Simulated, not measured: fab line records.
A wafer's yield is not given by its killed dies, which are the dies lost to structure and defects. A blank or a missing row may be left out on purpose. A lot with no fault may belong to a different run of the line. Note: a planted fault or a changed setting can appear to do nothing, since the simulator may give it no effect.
The tool behind it: which one? -- flow sky130 -- 12 lots, 36 wafers sampled, at 4 steps of a route of 708

WHAT THE GAUGES SHOWED, per wafer
SKY_CAP2M_THK_MEAS_01. Usual: CAP2M_CVD_00_THK 15.57 nm, standard deviation 0.23.
lot,measured,on,CAP2M_CVD_00_THK (nm),flag
L332,day 39 16:37,film_metro-04,15.42 15.39 15.69,
L333,day 39 17:52,film_metro-03,15.72 15.47 15.68,
L335,day 40 18:06,film_metro-04,15.33 15.13 15.81,
L336,day 40 19:43,film_metro-03,15.27 15.64 15.61,
L340,day 42 01:01,film_metro-01,15.33 15.22 15.33,
L347,day 44 08:09,film_metro-03,15.21 15.43 15.46,
L350,day 44 21:11,film_metro-04,15.43 15.57 15.76,
L351,day 45 00:00,film_metro-01,15.34 15.47 15.46,
L352,day 45 06:23,film_metro-03,15.77 15.82 16.08,
L353,day 45 12:34,film_metro-03,15.86 16.14 15.94,
L354,day 46 13:47,film_metro-03,15.64 15.13 15.59,
L355,day 46 15:29,film_metro-03,15.71 15.91 15.78,

WHICH TOOL RAN EACH LOT (tool, then ch and the chambers of the sampled wafers, then the start)
lot,SKY_VIA1_CMP_24,SKY_METAL4_SPUTTER_01,SKY_METAL4_SPUTTER_03
L332,"cmp-01 ch 0,1,2, day 34 00:05","pvd_sputter-01, day 39 16:28","pvd_sputter-01, day 39 16:32"
L333,"cmp-01 ch 0,1,2, day 34 02:55","pvd_sputter-04, day 39 17:36","pvd_sputter-04, day 39 17:40"
L335,"cmp-02 ch 0,1,2, day 35 03:41","pvd_sputter-03, day 40 17:56","pvd_sputter-03, day 40 18:01"
L336,"cmp-02 ch 1,2,3, day 35 05:27","pvd_sputter-03, day 40 19:33","pvd_sputter-03, day 40 19:37"
L340,"cmp-01 ch 0,1,2, day 36 14:00","pvd_sputter-03, day 42 00:50","pvd_sputter-03, day 42 00:53"
L347,"cmp-02 ch 0,1, day 39 05:20","pvd_sputter-01, day 44 07:59","pvd_sputter-01, day 44 08:03"
L350,"cmp-02 ch 1,3, day 39 17:52","pvd_sputter-03, day 44 21:02","pvd_sputter-03, day 44 21:06"
L351,"cmp-01 ch 0,2, day 39 21:23","pvd_sputter-01, day 44 23:50","pvd_sputter-01, day 44 23:54"
L352,"cmp-02 ch 1,2, day 40 04:02","pvd_sputter-04, day 45 06:14","pvd_sputter-04, day 45 06:17"
L353,"cmp-01 ch 0,1,2, day 40 11:38","pvd_sputter-04, day 45 12:24","pvd_sputter-04, day 45 12:28"
L354,"cmp-01 ch 0,1,2, day 41 15:55","pvd_sputter-03, day 46 13:38","pvd_sputter-03, day 46 13:42"
L355,"cmp-01 ch 0,2, day 41 16:52","pvd_sputter-04, day 46 15:20","pvd_sputter-04, day 46 15:23"
- SKY_VIA1_CMP_24: polishes, stops on SiO2, t overpolish 15 s, target thk 0 nm.
- SKY_METAL4_SPUTTER_01: material TiN, target thk 20 nm, time 16.7 s.
- SKY_METAL4_SPUTTER_03: material Ti, target thk 5 nm, time 3.3 s.

WHAT THE TOOLS THEMSELVES READ (means of the sampled wafers that have a number; where no wafer has one, the mark that the record gives instead)
SKY_VIA1_CMP_24. Usual: motor_current_A 10.8 A, standard deviation 0.84; overpolish_run_s 15.001 s, standard deviation 0.0095; retaining_ring_pressure_frac 0.999, standard deviation 0.0049; time_to_endpoint_s 66.2 s, standard deviation 2.6.
lot,tool,motor_current_A (A),overpolish_run_s (s),retaining_ring_pressure_frac,time_to_endpoint_s (s),flag
L332,cmp-01,10.5,15.003,0.999,63.5,
L333,cmp-01,10.6,15.002,1.000,66.1,
L335,cmp-02,11.5,14.994,1.001,65.0,
L336,cmp-02,10.9,14.998,0.998,66.2,
L340,cmp-01,10.6,14.999,0.998,69.6,
L347,cmp-02,11.6,14.996,0.996,72.0,
L350,cmp-02,10.2,14.997,0.995,69.5,
L351,cmp-01,10.6,14.996,0.994,67.6,
L352,cmp-02,11.4,15.009,1.000,62.7,
L353,cmp-01,10.5,14.999,1.001,63.0,
L354,cmp-01,10.7,14.999,1.003,64.8,
L355,cmp-01,10.6,15.005,1.001,64.8,

SKY_METAL4_SPUTTER_01. Usual: chamber_pressure_pa 0.4000 Pa, standard deviation 0.00074; throttle_valve_pct 30.3 %, standard deviation 1.
lot,tool,chamber_pressure_pa (Pa),throttle_valve_pct (%),flag
L332,pvd_sputter-01,0.4001,29.6,
L333,pvd_sputter-04,0.3995,30.8,
L335,pvd_sputter-03,0.3996,30.4,
L336,pvd_sputter-03,0.4001,31.2,
L340,pvd_sputter-03,0.4001,30.7,
L347,pvd_sputter-01,0.4001,29.7,
L350,pvd_sputter-03,0.3998,31.2,
L351,pvd_sputter-01,0.4004,30.5,
L352,pvd_sputter-04,0.3998,30.2,
L353,pvd_sputter-04,0.4008,30.1,
L354,pvd_sputter-03,0.4004,31.3,
L355,pvd_sputter-04,0.3995,30.2,

SKY_METAL4_SPUTTER_03. Usual: chamber_pressure_pa 0.4000 Pa, standard deviation 0.00081; throttle_valve_pct 30.4 %, standard deviation 1.
lot,tool,chamber_pressure_pa (Pa),throttle_valve_pct (%),flag
L332,pvd_sputter-01,0.4001,29.5,
L333,pvd_sputter-04,0.4011,30.6,
L335,pvd_sputter-03,0.3999,30.6,
L336,pvd_sputter-03,0.4004,31.3,
L340,pvd_sputter-03,0.3993,30.7,
L347,pvd_sputter-01,0.4001,29.9,
L350,pvd_sputter-03,0.4005,31.2,
L351,pvd_sputter-01,0.4006,30.6,
L352,pvd_sputter-04,0.3991,30.1,
L353,pvd_sputter-04,0.3999,30.3,
L354,pvd_sputter-03,0.4004,31.2,
L355,pvd_sputter-04,0.4003,30.3,

THE ANSWER, worked out from the rows above alone
Rule: a lot counts as off when the mean over its wafers that have a number is more than 3 standard deviations away from the usual mean. Also off: a lot with no number at a reading for which 4 or more lots have one. Where the step has rows for the other lots, those lots are counted as sound. First the gauges in route order, then the tools' own readings, where a lot's mean is used as printed above. At the first step where some lot is off, the reading lying furthest off is the one used; lots without a number count as furthest.
Nothing can be told from this: no lot is off at any reading shown.

WHAT THE SIMULATOR PUT IN
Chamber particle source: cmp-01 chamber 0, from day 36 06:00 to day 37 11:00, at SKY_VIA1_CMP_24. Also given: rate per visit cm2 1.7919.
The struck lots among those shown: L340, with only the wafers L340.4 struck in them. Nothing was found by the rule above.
